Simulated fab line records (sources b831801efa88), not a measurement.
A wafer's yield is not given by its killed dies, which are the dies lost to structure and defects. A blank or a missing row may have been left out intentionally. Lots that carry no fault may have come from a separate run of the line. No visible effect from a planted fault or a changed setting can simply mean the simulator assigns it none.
Matching of chambers    flow gf180mcu    GF_V2_CVD_02 on pecvd-01: 3 sister chambers
The step deposits SiO2 from TEOS, target thk 850 nm, time 94.851 s. 3 wafers are shown with their chamber, then 12 later ones without.

== EACH WAFER AND ITS CHAMBER ==
wafer   chamber  heater_power_w (W)
L089.4  0        789
L089.5  1        726
L089.6  2        812

== WAFERS WHOSE CHAMBER IS MISSING ==
wafer   heater_power_w (W)
L090.3  816
L090.4  654
L090.5  774
L091.3  760
L091.4  787
L091.5  794
L092.1  785
L092.5  821
L092.6  663
L095.1  790
L095.3  711
L095.4  672

== WHICH CHAMBER EACH ONE RAN IN ==
wafer   from the rows above           in truth
L090.3  can't be placed: 2 or 0       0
L090.4  can't be placed: 1 or 0       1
L090.5  can't be placed: 0 or 2 or 1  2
L091.3  can't be placed: 0 or 1 or 2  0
L091.4  can't be placed: 0 or 2 or 1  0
L091.5  can't be placed: 0 or 2 or 1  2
L092.1  can't be placed: 0 or 2 or 1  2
L092.5  can't be placed: 2 or 0       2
L092.6  can't be placed: 1 or 0       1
L095.1  can't be placed: 0 or 2 or 1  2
L095.3  can't be placed: 1 or 0       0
L095.4  can't be placed: 1 or 0       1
Placed correctly: 0 of 12. Cannot be placed on the basis of these rows: 12; the candidates contain the true chamber in 12. Number placed wrongly: 0.
How it was worked out, from the rows above alone: a wafer's distance from a chamber is the root of the sum, over the readings, of the square of ((its reading less the chamber's mean) divided by the reading's scatter). If the next closest chamber is less than 2 further off than the closest, the wafer can't be placed; otherwise it belongs to the closest. A chamber's mean is the mean of its shown wafers. The scatter: root of mean squared gap, hidden wafer to nearest shown wafer, with one shown wafer a chamber.
